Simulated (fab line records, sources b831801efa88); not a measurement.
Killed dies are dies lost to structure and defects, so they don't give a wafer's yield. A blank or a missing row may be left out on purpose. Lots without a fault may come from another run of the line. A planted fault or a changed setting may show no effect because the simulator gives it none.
fab line records | flow sky130
record lots=5 wafers=15 last_day=50
route steps=708 shown GATE_OXIDE@192 POLY_GATE@204 RES_PROTECT@206 PAD_OPEN@708
lots that met no fault: from a run of the same line without faults
start_h: hours from the record's first day to the start of the lot's first wafer shown | wait_h: hours since the lot's step before | " the same as in the row above | L1.1+2: a row that stands for several wafers | - no value, or no start given | * or withheld: withheld | < > ~ a bound
route shown NAME@n: a module of which the file shows steps, and the number in the route of the first | usual: mean/standard deviation of fault-free wafers | same: alike in all rows | chamber/n: place in a boat | sites: the reading at each site | _std_site: their standard deviation | _edge_site: outer sites' mean less inner sites' | radius_mm: how far each site lies from the wafer's centre | mask NAME#n: copy n | behind: the tool/chamber that last shaped the wafer | hold: why the lot was held/for how many hours/how that ended | device: the transistor (n, p or np) that didn't switch | end of line: the same wafers' tests at the end of the route | a step without rows: its recipe alone | killed: dies lost to structure and defects at the first sort, not the wafer's yield | map: a wafer's dies, x killed, . not, _ none there
set.NAME: the setting as run; set.NAME@STEP: as run at that earlier step | model.NAME: the simulator's own value behind a step, which no gauge read
lots at some steps of the route; a table a step, a row a wafer
services: from which hour (start_h, from the record's first day; less than 0 if before it) a tool's chamber was out of use, for how many hours, and why
## steps
# step SKY_GATE_OXIDE_COAT_05
# recipe resist=NOVOLAK spin_rpm=3000 resist_thk_nm=1140
# step SKY_GATE_OXIDE_SOFTBAKE_06
# recipe temp_c=90 time_s=60 resist=NOVOLAK
# step SKY_GATE_OXIDE_EXPOSE_07
# recipe mask_id=LVOM na=0.6 source_shape=conventional sigma_outer=0.6 polarization=unpolarized target_cd_nm=600 dose_mj=170
# step SKY_GATE_OXIDE_PEB_08
# recipe temp_c=withheld time_s=* resist=NOVOLAK
# step SKY_GATE_OXIDE_DEVELOP_09
# recipe resist=NOVOLAK developer=TMAH develop_time_s=60 dev_temp_c=23
# step SKY_GATE_OXIDE_OVL_MEAS_10
# usual GATE_OXIDE_OVL=1.0/1.2
# columns lot.wafer tool chamber start_h wait_h GATE_OXIDE_OVL[nm]
L839.1 overlay-01 - 381.49 0.1 0.7
L839.2 " - " " 0.1
L839.5 " - " " -1.3
L846.1 overlay-01 - 426.39 0.1 0.6
L846.2 " - " " 2.0
L846.3 " - " " 0.1
L852.2 overlay-01 - 501.99 0.1 2.2
L852.4 " - " " 2.2
L852.5 " - " " 1.4
L853.1 overlay-01 - 508.33 0.1 1.4
L853.4 " - " " 0.1
L853.5 " - " " -0.9
L854.3 overlay-02 - 514.84 0.1 3.4
L854.5 " - " " 2.9
L854.6 " - " " 0.9
# step SKY_GATE_OXIDE_IMPLANT_11
# recipe species=B energy_kev=10 dose_cm2=2.6e+12 tilt_deg=withheld
# step SKY_GATE_OXIDE_WET_ETCH_12
# recipe chemistry=dHF target_depth_nm=16.8 dry=n2_spin target=SiO2 dilution=100:1 temp_c=25 time_s=336
# step SKY_GATE_OXIDE_STRIP_13
# recipe chemistry=O2/N2 power_w=1400 pressure_mtorr=1500 platen_temp_c=withheld o2_flow_sccm=3000 n2_flow_sccm=300 overash_fraction=0.5
# usual drypump_motor_current_A=5.92/0.26 oes_product_au=0.716/0.0043 strip_time_to_endpoint_s=14.19/0.045
# same overash_fraction=0.5
# columns lot.wafer tool chamber start_h wait_h drypump_motor_current_A oes_product_au rf_hours_counter_h strip_time_to_endpoint_s
L839.1 plasma_asher-01 1 381.80 0.0 5.86 0.711 56 14.26
L839.2 " 0 " " 5.58 0.718 56 14.23
L839.5 " 1 " " 5.86 0.718 - 14.21
L846.1 plasma_asher-04 0 426.68 0.0 5.56 0.719 30 14.18
L846.2 " 1 " " 6.07 0.714 30 14.18
L846.3 " 0 " " 5.56 0.715 - 14.18
L852.2 plasma_asher-02 0 502.27 0.0 5.84 0.717 82 14.24
L852.4 " 0 " " 5.85 0.713 - 14.25
L852.5 " 1 " " 6.26 0.706 - 14.24
L853.1 plasma_asher-02 0 508.62 0.0 5.83 0.712 83 14.08
L853.4 " 1 " " 6.30 0.710 - 14.09
L853.5 " 0 " " 5.85 0.710 - 14.15
L854.3 plasma_asher-01 0 515.15 0.0 5.59 0.711 - 14.25
L854.5 " 0 " " 5.60 0.720 - 14.25
L854.6 " 1 " " 5.84 0.715 - 14.25
# step SKY_GATE_OXIDE_TW_MEAS_14
# usual GATE_OXIDE_TW=226.0/1
# columns lot.wafer tool chamber start_h wait_h GATE_OXIDE_TW
L839.1 film_metro-01 - 381.90 0.1 225.0
L839.2 " - " " 226.1
L839.5 " - " " 225.6
L846.1 film_metro-04 - 426.78 0.1 223.3
L846.2 " - " " 223.8
L846.3 " - " " 224.9
L852.2 film_metro-01 - 502.38 0.1 227.2
L852.4 " - " " 226.9
L852.5 " - " " 225.7
L853.1 film_metro-01 - 508.72 0.1 226.5
L853.4 " - " " 226.2
L853.5 " - " " 225.8
L854.3 film_metro-02 - 515.24 0.1 227.0
L854.5 " - " " 225.1
L854.6 " - " " 225.5
# step SKY_GATE_OXIDE_CLEAN_15
# recipe chemistry=SC1/SC2 mix=1:4:20 temp_c=70 time_s=150 dry=n2_spin
# step SKY_GATE_OXIDE_OXIDATION_16
# recipe temp_c=800 ambient=O2 idle_temp_c=700 ramp_up_c_per_min=10 ramp_down_c_per_min=3 stabilise_s=600 purge_s=300 target_thk_a=35.7 ox_time_s=1915
# step SKY_POLY_GATE_CVD_00
# recipe material=poly-Si target_thk_nm=180 temp_c=620 time_s=720 pressure_mtorr=200
# usual susceptor_temp_C=619.98/0.28 zone_power_top_pct=18.3/1.8
# columns lot.wafer tool chamber start_h wait_h susceptor_temp_C zone_power_top_pct model.poly-Si_of_POLY_GATE_CVD_00.thk_nm
L839.1 lpcvd-01 0 385.09 0.0 620.24 16.4 181.9
L839.2 " 0 " " 620.08 16.3 179.9
L839.5 " 0 " " 619.86 16.7 179.8
L846.1 lpcvd-01 0 430.03 0.0 620.61 16.7 111.8
L846.2 " 0 " " 620.41 16.7 112.2
L846.3 " 0 " " 619.89 16.7 113.2
L852.2 lpcvd-01 0 504.02 0.0 619.79 16.7 179.4
L852.4 " 0 " " 619.93 16.7 180
L852.5 " 0 " " 619.83 16.6 179.6
L853.1 lpcvd-01 0 511.52 0.0 619.82 16.3 182.9
L853.4 " 0 " " 619.69 16.7 181.1
L853.5 " 0 " " 619.74 16.4 181.4
L854.3 lpcvd-01 0 517.58 0.7 620.07 16.7 183
L854.5 " 0 " " 620.70 16.9 183
L854.6 " 0 " " 620.38 16.4 183.1
# step SKY_POLY_GATE_THK_MEAS_01
# recipe reads=poly-Si_of_POLY_GATE_CVD_00
# usual POLY_GATE_CVD_00_THK=180.5/1.9
# columns lot.wafer tool chamber start_h wait_h POLY_GATE_CVD_00_THK[nm]
L839.1 film_metro-04 - 386.29 0.0 181.8
L839.2 " - " " 179.7
L839.5 " - " " 179.7
L846.1 film_metro-04 - 431.23 0.0 111.8
L846.2 " - " " 112.0
L846.3 " - " " 113.1
L852.2 film_metro-04 - 505.23 0.0 179.4
L852.4 " - " " 180.0
L852.5 " - " " 179.8
L853.1 film_metro-03 - 512.72 0.0 182.9
L853.4 " - " " 181.2
L853.5 " - " " 181.4
L854.3 film_metro-03 - 518.80 0.0 182.9
L854.5 " - " " 183.2
L854.6 " - " " 183.0
# step SKY_RES_PROTECT_DEHYDRATE_00
# recipe temp_c=200 time_s=60
# step SKY_RES_PROTECT_HMDS_01
# recipe prime_time_s=60 prime_temp_c=120
# step SKY_RES_PROTECT_COAT_02
# recipe resist=NOVOLAK spin_rpm=3000 resist_thk_nm=1140
# step SKY_RES_PROTECT_SOFTBAKE_03
# recipe temp_c=90 time_s=60 resist=NOVOLAK
# step SKY_RES_PROTECT_EXPOSE_04
# recipe mask_id=RPM na=0.6 source_shape=conventional sigma_outer=0.6 polarization=unpolarized target_cd_nm=1270 dose_mj=131
# step SKY_RES_PROTECT_PEB_05
# recipe temp_c=withheld time_s=* resist=NOVOLAK
# step SKY_RES_PROTECT_DEVELOP_06
# recipe resist=NOVOLAK developer=TMAH develop_time_s=60 dev_temp_c=23
# step SKY_POLY_GATE_IMPLANT_02
# recipe species=P energy_kev=30 dose_cm2=7.7e+15 tilt_deg=0
# step SKY_RES_PROTECT_STRIP_07
# recipe chemistry=O2/N2 power_w=1400 pressure_mtorr=1500 platen_temp_c=withheld o2_flow_sccm=3000 n2_flow_sccm=300 overash_fraction=0.5
# usual drypump_motor_current_A=5.90/0.27 oes_product_au=0.517/0.0048 strip_time_to_endpoint_s=23.29/0.046
# same overash_fraction=0.5
# columns lot.wafer tool chamber start_h wait_h drypump_motor_current_A oes_product_au rf_hours_counter_h strip_time_to_endpoint_s
L839.1 plasma_asher-02 1 416.59 0.1 6.26 0.520 73 23.24
L839.2 " 0 " " 5.80 0.514 73 23.21
L839.5 " 0 " " 5.87 0.523 - 23.24
L846.1 plasma_asher-02 1 462.45 0.1 6.23 0.509 78 23.33
L846.2 " 0 " " 5.81 0.515 78 23.37
L846.3 " 1 " " 6.25 0.518 - 23.26
L852.2 plasma_asher-02 1 535.68 0.1 6.27 0.514 86 23.23
L852.4 " 0 " " 5.82 0.518 - 23.27
L852.5 " 1 " " 6.24 0.516 - 23.24
L853.1 plasma_asher-01 1 542.65 0.1 5.84 0.518 70 23.30
L853.4 " 1 " " 5.85 0.524 - 23.33
L853.5 " 0 " " 5.61 0.520 - 23.37
L854.3 plasma_asher-02 0 549.37 0.1 5.87 0.518 - 23.31
L854.5 " 1 " " 6.30 0.515 - 23.31
L854.6 " 0 " " 5.88 0.518 - 23.30
# step SKY_RES_PROTECT_TW_MEAS_08
# usual POLY_GATE_TW=4074/20
# columns lot.wafer tool chamber start_h wait_h POLY_GATE_TW
L839.1 film_metro-02 - 416.69 0.1 4075
L839.2 " - " " 4082
L839.5 " - " " 4062
L846.1 film_metro-02 - 462.55 0.1 4067
L846.2 " - " " 4060
L846.3 " - " " 4064
L852.2 film_metro-03 - 535.79 0.1 4085
L852.4 " - " " 4039
L852.5 " - " " 4042
L853.1 film_metro-01 - 542.75 0.1 4094
L853.4 " - " " 4109
L853.5 " - " " 4096
L854.3 film_metro-02 - 549.46 0.1 4093
L854.5 " - " " 4059
L854.6 " - " " 4083
# step SKY_RES_PROTECT_CLEAN_09
# recipe chemistry=SC1/SC2 mix=1:4:20 temp_c=70 time_s=150 dry=n2_spin
# usual bath_guard_temp_C=70.3/0.59
# columns lot.wafer tool chamber start_h wait_h bath_guard_temp_C model.poly-Si_of_POLY_GATE_CVD_00.thk_nm
L839.1 wet_bench-04 0 416.75 0.1 69.8 181.2
L839.2 " 0 " " 69.5 179.3
L839.5 " 0 " " 69.2 179.1
L846.1 wet_bench-04 3 462.61 0.1 69.9 111.2
L846.2 " 3 " " 70.4 111.5
L846.3 " 3 " " 70.0 112.5
L852.2 wet_bench-04 3 535.84 0.0 69.8 178.8
L852.4 " 3 " " 70.2 179.4
L852.5 " 3 " " 70.0 179
L853.1 wet_bench-03 1 542.81 0.1 69.7 182.3
L853.4 " 1 " " 69.6 180.4
L853.5 " 1 " " 69.3 180.8
L854.3 wet_bench-02 3 549.50 0.0 70.8 182.4
L854.5 " 3 " " 70.8 182.4
L854.6 " 3 " " 70.7 182.4
# step SKY_POLY_GATE_CVD_03
# recipe material=Si3N4 precursor=DCS/NH3 target_thk_nm=75 temp_c=770 time_s=1290 pressure_mtorr=250
# step SKY_POLY_GATE_THK_MEAS_04
# recipe reads=Si3N4_of_POLY_GATE_CVD_03
# usual POLY_GATE_CVD_03_THK=74.6/0.75
# columns lot.wafer tool chamber start_h wait_h POLY_GATE_CVD_03_THK[nm]
L839.1 film_metro-04 - 421.63 0.0 74.3
L839.2 " - " " 74.1
L839.5 " - " " 74.5
L846.1 film_metro-02 - 464.71 0.0 74.0
L846.2 " - " " 74.5
L846.3 " - " " 74.1
L852.2 film_metro-03 - 537.25 0.0 74.5
L852.4 " - " " 74.5
L852.5 " - " " 73.8
L853.1 film_metro-02 - 544.23 0.0 74.2
L853.4 " - " " 74.1
L853.5 " - " " 75.1
L854.3 film_metro-02 - 550.93 0.0 74.5
L854.5 " - " " 73.4
L854.6 " - " " 73.8
# step SKY_POLY_GATE_DEHYDRATE_05
# recipe temp_c=200 time_s=60
# step SKY_POLY_GATE_HMDS_06
# recipe prime_time_s=60 prime_temp_c=120
# step SKY_POLY_GATE_COAT_07
# recipe resist=BARC temp_c=withheld time_s=withheld spin_rpm=3000 resist_thk_nm=110
# step SKY_POLY_GATE_COAT_08
# recipe resist=KrF-thick spin_rpm=3000 resist_thk_nm=450
# step SKY_POLY_GATE_SOFTBAKE_09
# recipe temp_c=100 time_s=90 resist=KrF-thick
# step SKY_POLY_GATE_EXPOSE_10
# recipe mask_id=P1M na=0.68 source_shape=conventional sigma_outer=0.6 target_cd_nm=150 dose_mj=28
# step SKY_POLY_GATE_PEB_11
# recipe peb_temp_c=withheld peb_time_s=withheld resist=KrF-thick
# step SKY_POLY_GATE_DEVELOP_12
# recipe develop_time_s=60 resist=KrF-thick dev_temp_c=21
# step SKY_POLY_GATE_CD_MEAS_13
# recipe target_cd_nm=150
# usual cd_nm=150.1/1.3
# columns lot.wafer tool chamber start_h wait_h cd_nm
L839.1 cd_sem-01 - 453.18 - 147.8
L839.2 " - " " 148.3
L839.5 " - " " 146.9
L846.1 cd_sem-02 - 495.53 - 149.0
L846.2 " - " " 148.9
L846.3 " - " " 148.0
L852.2 cd_sem-02 - 566.85 - 150.2
L852.4 " - " " 149.5
L852.5 " - " " 149.4
L853.1 cd_sem-01 - 573.83 - 149.5
L853.4 " - " " 150.4
L853.5 " - " " 149.2
L854.3 cd_sem-02 - 580.72 - 149.4
L854.5 " - " " 148.7
L854.6 " - " " 148.4
# step SKY_POLY_GATE_OVL_MEAS_14
# usual POLY_GATE_OVL=-6/6.6
# columns lot.wafer tool chamber start_h wait_h POLY_GATE_OVL[nm]
L839.1 overlay-02 - 453.30 0.1 3
L839.2 " - " " 0
L839.5 " - " " 4
L846.1 overlay-01 - 495.65 0.1 -6
L846.2 " - " " -10
L846.3 " - " " -5
L852.2 overlay-01 - 566.96 0.1 -9
L852.4 " - " " -8
L852.5 " - " " -6
L853.1 overlay-02 - 573.95 0.1 1
L853.4 " - " " -8
L853.5 " - " " -2
L854.3 overlay-02 - 580.81 0.1 3
L854.5 " - " " -7
L854.6 " - " " -10
# step SKY_POLY_GATE_ETCH_15
# recipe chemistry=N2/H2 target=BARC ion_energy_ev=200 source_w=500 bias_w=100 pressure_mtorr=30 n2_flow_sccm=100 h2_flow_sccm=200 stop_on=SiO2 time_s=118.5 target_depth_a=1100
# usual drypump_motor_current_A=5.6/0.4 oes_product_au=0.717/0.0052 throttle_valve_pct=13.210/0.0086
# columns lot.wafer tool chamber start_h wait_h drypump_motor_current_A oes_product_au rf_hours_counter_h throttle_valve_pct
L839.1 rie_diel-02 3 453.34 0.0 5.6 0.723 0 13.207
L839.2 " 2 " " 5.3 0.718 11 13.221
L839.5 " 3 " " 5.6 0.707 - 13.199
L846.1 rie_diel-01 3 495.69 0.0 5.9 0.711 6 13.212
L846.2 " 0 " " 5.9 0.714 71 13.205
L846.3 " 1 " " 5.1 0.712 36 13.215
L852.2 rie_diel-02 3 566.99 0.0 5.5 0.711 2 13.222
L852.4 " 1 " " 6.0 0.707 59 13.218
L852.5 " 0 " " 5.1 0.717 - 13.216
L853.1 rie_diel-02 3 573.99 0.0 5.5 0.720 2 13.223
L853.4 " 2 " " 5.3 0.716 13 13.210
L853.5 " 3 " " 5.5 0.722 - 13.206
L854.3 rie_diel-04 2 580.84 0.0 5.8 0.717 59 13.208
L854.5 " 3 " " 6.2 0.718 - 13.206
L854.6 " 2 " " 5.8 0.712 - 13.197
# step SKY_POLY_GATE_ETCH_16
# recipe stop_on=poly-Si chemistry=CH3F/O2 target=Si3N4 source_w=400 bias_w=80 pressure_mtorr=25 ch3f_flow_sccm=40 O2_flow_sccm=30 time_s=147.5 target_depth_a=750
# usual ch3f_flow_sccm=40.01/0.12 drypump_motor_current_A=5.6/0.41 oes_product_au=0.638/0.0054 throttle_valve_pct=10.537/0.01
# columns lot.wafer tool chamber start_h wait_h ch3f_flow_sccm drypump_motor_current_A oes_product_au rf_hours_counter_h throttle_valve_pct
L839.1 rie_diel-02 3 453.42 0.0 40.01 5.5 0.634 0 10.543
L839.2 " 2 " " 39.89 5.3 0.635 11 10.544
L839.5 " 3 " " 40.03 5.5 0.640 - 10.549
L846.1 rie_diel-01 3 495.77 0.0 40.07 5.8 0.633 6 10.543
L846.2 " 0 " " 39.83 5.9 0.639 71 10.531
L846.3 " 1 " " 40.03 5.1 0.637 36 10.533
L852.2 rie_diel-02 3 567.07 0.0 40.06 5.5 0.638 2 10.532
L852.4 " 1 " " 39.92 6.0 0.630 59 10.544
L852.5 " 0 " " 39.92 5.1 0.641 - 10.529
L853.1 rie_diel-02 3 574.07 0.0 39.85 5.6 0.644 2 10.523
L853.4 " 2 " " 39.94 5.3 0.635 13 10.546
L853.5 " 3 " " 39.86 5.5 0.641 - 10.535
L854.3 rie_diel-04 2 580.92 0.0 40.09 5.8 0.637 59 10.527
L854.5 " 3 " " 39.93 6.2 0.635 - 10.540
L854.6 " 2 " " 40.01 5.8 0.630 - 10.531
# step SKY_POLY_GATE_ETCH_17
# recipe target_depth_nm=180 stop_on=SiO2 over_etch_frac=0.56667 chemistry=HBr/Cl2 target=poly-Si icp_w=400 bias_w=100 pressure_mtorr=10 HBr_flow_sccm=150 Cl2_flow_sccm=50 time_s=70.5
# usual drypump_motor_current_A=5.6/0.46 oes_product_au=0.985/0.0067 throttle_valve_pct=33.684/0.0091
# same over_etch_frac=0.56667
# columns lot.wafer tool chamber start_h wait_h drypump_motor_current_A oes_product_au rf_hours_counter_h throttle_valve_pct model.etch.depth_nm model.POLY_GATE.feature_depth_nm
L839.1 rie_si-02 3 453.52 0.0 4.8 0.988 59 33.685 178.4 178.4
L839.2 " 0 " " 5.9 0.974 4 33.701 176.8 176.8
L839.5 " 2 " " 6.0 0.990 - 33.682 178.9 178.9
L846.1 rie_si-02 1 495.87 0.0 5.2 0.723 40 33.661 111.2 111.2
L846.2 " 2 " " 6.0 0.728 1 33.690 111.5 111.5
L846.3 " 0 " " 5.8 0.731 5 33.694 112.5 112.5
L852.2 rie_si-02 0 567.17 0.0 5.9 0.989 5 33.682 178.8 178.8
L852.4 " 2 " " 6.0 0.992 2 33.684 179.1 179.1
L852.5 " 3 " " 4.8 0.983 - 33.695 179 179
L853.1 rie_si-01 2 574.17 0.0 6.3 0.991 27 33.683 178.6 178.6
L853.4 " 1 " " 5.8 0.985 2 33.683 177.9 177.9
L853.5 " 0 " " 5.8 0.986 - 33.698 177.2 177.2
L854.3 rie_si-01 1 581.02 0.0 5.8 0.985 2 33.696 177.6 177.6
L854.5 " 0 " " 5.8 0.993 - 33.696 180.6 180.6
L854.6 " 3 " " 5.2 0.981 - 33.684 176.2 176.2
# step SKY_POLY_GATE_STRIP_18
# recipe chemistry=O2/N2 power_w=1400 pressure_mtorr=1500 platen_temp_c=withheld o2_flow_sccm=3000 n2_flow_sccm=300 overash_fraction=0.5
# usual drypump_motor_current_A=5.79/0.26 oes_product_au=0.361/0.0047 strip_time_to_endpoint_s=3.162/0.027
# same overash_fraction=0.5
# columns lot.wafer tool chamber start_h wait_h drypump_motor_current_A oes_product_au rf_hours_counter_h strip_time_to_endpoint_s
L839.1 plasma_asher-03 1 453.57 0.0 5.41 0.364 2 3.122
L839.2 " 0 " " 6.11 0.359 2 3.131
L839.5 " 1 " " 5.43 0.356 - 3.146
L846.1 plasma_asher-04 1 495.92 0.0 6.10 0.349 38 3.123
L846.2 " 0 " " 5.55 0.355 38 3.151
L846.3 " 1 " " 6.09 0.354 - 3.114
L852.2 plasma_asher-03 0 567.22 0.0 6.11 0.365 12 3.151
L852.4 " 1 " " 5.41 0.363 - 3.161
L852.5 " 0 " " 6.10 0.363 - 3.199
L853.1 plasma_asher-04 1 574.22 0.0 6.11 0.354 46 3.134
L853.4 " 0 " " 5.59 0.364 - 3.153
L853.5 " 1 " " 6.08 0.359 - 3.163
L854.3 plasma_asher-04 0 581.11 0.1 5.57 0.363 - 3.130
L854.5 " 1 " " 6.10 0.366 - 3.159
L854.6 " 0 " " 5.54 0.363 - 3.163
# step SKY_PAD_OPEN_PROBE_99
# usual killed_at_M0_to_M3=43/6.4 killed_at_M4_up=3.1/2 killed_at_contacts=24/5.2 killed_at_front_end=15/4.3 killed_at_other=0.2/0.48 killed_dies=85/9.7 killed_open=47/6.9 killed_short=38/6.7
# same gross_dies=492 killed_at_back_side=0
# columns lot.wafer tool chamber start_h wait_h killed_at_M0_to_M3 killed_at_M4_up killed_at_contacts killed_at_front_end killed_at_other killed_dies killed_open killed_short model.etest.res_xhigh_po.line_ohm_um model.etest.res_high_po.line_ohm_um model.etest.res_poly.line_ohm_um model.etest.pfet_01v8.r_on_ohm_um model.etest.tip_p.rs_ohm_sq model.etest.tip_sonos.rs_ohm_sq model.etest.res_xhigh_po.rs_ohm_sq model.etest.res_high_po.rs_ohm_sq
L839.1 prober-02 - 1139.04 0.1 37 4 20 11 0 72 41 31 5644 738.2 510.2 2880 6848 2503 1964 256.7
L839.2 prober-02 - 1139.09 0.1 44 1 33 17 1 96 53 43 6032 773 549.5 2906 6878 2542 2054 266.8
L839.5 prober-02 - 1139.24 0.2 44 4 32 19 0 99 58 41 5786 756.2 516.1 2939 6806 2519 2065 263.5
L846.1 prober-01 - 1165.54 0.1 39 3 25 13 0 80 48 32 4902 1028 778.6 3207 7195 2581 1742 361.7
L846.2 prober-01 - 1165.59 0.1 50 4 29 14 0 97 48 49 5043 1034 767.2 3178 7180 2581 1771 363.9
L846.3 prober-01 - 1165.64 0.2 49 1 17 21 1 89 43 46 5046 1043 813.4 3027 7090 2610 1773 357.3
L852.2 prober-01 - 1204.58 0.1 33 2 18 11 0 64 38 26 5814 747.8 498.7 2944 6864 2588 2060 266.1
L852.4 prober-01 - 1204.68 0.2 46 5 21 20 0 92 49 43 5932 764.1 529.8 2857 6913 2600 2068 266.8
L852.5 prober-01 - 1204.73 0.2 36 4 24 7 0 71 40 31 5735 746.6 514 2937 6954 2603 2027 263.2
L853.1 prober-02 - 1207.36 0.1 45 3 33 21 0 102 60 42 5463 729.7 504.5 2894 6935 2718 1976 253.8
L853.4 prober-02 - 1207.51 0.2 39 2 35 13 0 89 51 38 5819 754.9 542.8 2854 6953 2781 2000 258.9
L853.5 prober-02 - 1207.56 0.2 48 3 24 12 1 88 49 39 5595 729.8 496.8 2952 6970 2761 1960 254.7
L854.3 prober-02 - 1211.66 0.2 35 2 26 15 0 78 46 32 5902 742.1 519.2 2812 6703 2709 2027 260.8
L854.5 prober-02 - 1211.76 0.2 39 3 27 14 0 83 47 36 6088 764.9 539.1 2776 6774 2669 2121 267.6
L854.6 prober-02 - 1211.81 0.2 37 1 18 17 0 73 45 28 5858 743.9 519.1 2790 6776 2692 2032 261.7
# killed by level:class
L839.1 VIA1:geometric_particle:open=13 LI_CONTACT:geometric_particle:open=8 METAL4:geometric_particle:short=4 CONTACT:geometric_particle:short=4 CONTACT:geometric_particle:open=4 METAL1:geometric_particle:short=4 POLY_GATE:geometric_particle:open=3 POLY_GATE:geometric_particle:short=3
L839.2 VIA1:geometric_particle:open=19 CONTACT:geometric_particle:open=12 LI_CONTACT:geometric_particle:open=9 CONTACT:geometric_particle:short=7 FIELD_ISO:geometric_particle:open=6 VIA1:geometric_particle:short=6 METAL1:geometric_particle:short=6 FIELD_ISO:geometric_particle:short=4
L839.5 VIA1:geometric_particle:open=17 VIA2:geometric_particle:open=10 CONTACT:geometric_particle:open=8 LI_CONTACT:geometric_particle:open=7 CONTACT:geometric_particle:short=7 POLY_GATE:geometric_particle:short=6 LOCAL_INTERCONNECT:geometric_particle:short=6 FIELD_ISO:geometric_particle:short=5
L846.1 VIA1:geometric_particle:open=10 LI_CONTACT:geometric_particle:open=8 CONTACT:geometric_particle:open=8 METAL2:geometric_particle:short=7 POLY_GATE:geometric_particle:open=5 LOCAL_INTERCONNECT:geometric_particle:short=5 VIA3:geometric_particle:open=5 METAL1:geometric_particle:short=4
L846.2 VIA1:geometric_particle:open=11 CONTACT:geometric_particle:open=10 METAL1:geometric_particle:short=6 LI_CONTACT:geometric_particle:open=6 CONTACT:geometric_particle:short=6 VIA1:geometric_particle:short=6 METAL3:geometric_particle:short=5 VIA3:geometric_particle:open=5
L846.3 METAL1:geometric_particle:short=10 LI_CONTACT:geometric_particle:open=7 FIELD_ISO:geometric_particle:open=6 VIA2:geometric_particle:open=6 FIELD_ISO:geometric_particle:short=5 VIA1:geometric_particle:open=5 VIA3:geometric_particle:short=5 POLY_GATE:geometric_particle:open=4
L852.2 CONTACT:geometric_particle:open=9 VIA1:geometric_particle:short=7 VIA1:geometric_particle:open=7 POLY_GATE:geometric_particle:open=4 LI_CONTACT:geometric_particle:open=4 VIA3:geometric_particle:short=4 VIA3:geometric_particle:open=4 METAL2:geometric_particle:short=3
L852.4 VIA1:geometric_particle:open=13 VIA3:geometric_particle:open=11 CONTACT:geometric_particle:open=7 POLY_GATE:geometric_particle:short=5 METAL4:geometric_particle:short=4 VIA3:geometric_particle:short=4 LI_CONTACT:geometric_particle:open=4 VIA1:geometric_particle:short=4
L852.5 CONTACT:geometric_particle:open=7 VIA1:geometric_particle:open=7 VIA3:geometric_particle:open=7 POLY_GATE:geometric_particle:open=6 VIA2:geometric_particle:open=6 LI_CONTACT:geometric_particle:open=5 LOCAL_INTERCONNECT:geometric_particle:short=5 CONTACT:geometric_particle:short=4
L853.1 LI_CONTACT:geometric_particle:open=13 CONTACT:geometric_particle:open=12 VIA1:geometric_particle:open=11 POLY_GATE:geometric_particle:open=8 VIA1:geometric_particle:short=7 FIELD_ISO:geometric_particle:short=6 VIA2:geometric_particle:open=6 VIA3:geometric_particle:open=6
L853.4 CONTACT:geometric_particle:open=11 LI_CONTACT:geometric_particle:open=9 CONTACT:geometric_particle:short=9 VIA1:geometric_particle:open=9 VIA2:geometric_particle:open=7 METAL2:geometric_particle:short=5 VIA3:geometric_particle:open=5 FIELD_ISO:geometric_particle:open=4
L853.5 VIA3:geometric_particle:open=10 VIA2:geometric_particle:open=9 LI_CONTACT:geometric_particle:open=7 CONTACT:geometric_particle:open=7 VIA1:geometric_particle:open=6 METAL1:geometric_particle:short=5 VIA1:geometric_particle:short=5 FIELD_ISO:geometric_particle:open=4
L854.3 LI_CONTACT:geometric_particle:open=9 VIA1:geometric_particle:open=8 CONTACT:geometric_particle:open=7 FIELD_ISO:geometric_particle:open=6 FIELD_ISO:geometric_particle:short=5 CONTACT:geometric_particle:short=5 METAL1:geometric_particle:open=4 VIA2:geometric_particle:open=4
L854.5 VIA2:geometric_particle:open=13 VIA1:geometric_particle:open=10 LI_CONTACT:geometric_particle:open=7 CONTACT:geometric_particle:open=6 LOCAL_INTERCONNECT:geometric_particle:short=5 CONTACT:geometric_particle:short=5 VIA1:geometric_particle:short=5 LI_CONTACT:geometric_particle:short=4
L854.6 VIA1:geometric_particle:open=12 CONTACT:geometric_particle:open=10 VIA3:geometric_particle:open=6 FIELD_ISO:geometric_particle:open=5 VIA2:geometric_particle:open=5 FIELD_ISO:geometric_particle:short=4 LOCAL_INTERCONNECT:geometric_particle:short=4 METAL3:geometric_particle:short=3
## services
# columns tool chamber start_h hours kind
rie_diel-04 3 366.86 6.0 repair
rie_diel-01 0 372.36 3.3 repair
rie_si-02 2 393.41 2.2 repair
rie_si-01 - 403.03 2.8 pm
rie_diel-04 3 414.83 3.2 repair
plasma_asher-03 - 421.25 9.0 pm
plasma_asher-01 - 423.40 14.6 pm
rie_diel-02 3 427.87 - clean
rie_si-01 3 434.30 4.3 repair
plasma_asher-01 - 455.26 1.8 repair
rie_si-01 2 465.03 1.8 repair
rie_diel-02 3 475.15 8.9 repair
rie_si-01 3 483.88 10.8 repair
lpcvd-01 - 487.97 1.3 repair
lpcvd-01 - 498.07 0.5 repair
wet_bench-02 - 502.51 2.4 repair
wet_bench-03 - 508.31 3.7 repair
plasma_asher-03 - 509.29 15.6 pm
rie_diel-01 3 536.87 5.9 repair
rie_diel-04 2 550.82 4.5 repair
rie_si-02 0 552.02 5.5 repair
rie_diel-01 - 562.21 2.4 repair
plasma_asher-01 - 562.90 8.4 repair
rie_diel-04 0 577.27 9.1 repair
## key
first_sign step=SKY_POLY_GATE_THK_MEAS_01 reading=POLY_GATE_CVD_00_THK direction=down sigmas=35 usual=180.5 struck=112.3
effect step=SKY_POLY_GATE_ETCH_17 reading=oes_product_au direction=down sigmas=38 usual=0.985 struck=0.728
model_effect step=SKY_POLY_GATE_CVD_00 value=poly-Si_of_POLY_GATE_CVD_00.thk_nm without=182.8 struck=112.4
model_effect step=SKY_RES_PROTECT_CLEAN_09 value=poly-Si_of_POLY_GATE_CVD_00.thk_nm without=182.1 struck=111.7
model_effect step=SKY_POLY_GATE_ETCH_17 value=etch.depth_nm without=181.3 struck=111.7
model_effect step=SKY_PAD_OPEN_PROBE_99 value=etest.res_xhigh_po.line_ohm_um without=5575 struck=4997
met_at SKY_POLY_GATE_CVD_00
struck_wafers L846.1,L846.2,L846.3
tester_left_out L846
onset_between 385.09 430.03
also_fits SKY_GATE_OXIDE_STRIP_13:plasma_asher-04
fault kind=process_parameter_drift tool=lpcvd-01 chamber=0 onset_h=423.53 steps=SKY_POLY_GATE_CVD_00 channel=target_thk_nm offset=-70.377 shape=step end_h=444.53 stated=180
# tester_left_out: of these lots the tester's yield and bins aren't shown, on N5 and GAA mostly nor the transistor test; their killed dies are dies lost to structure and defects alone, not to doping, threshold or leakage, so they don't give the yield
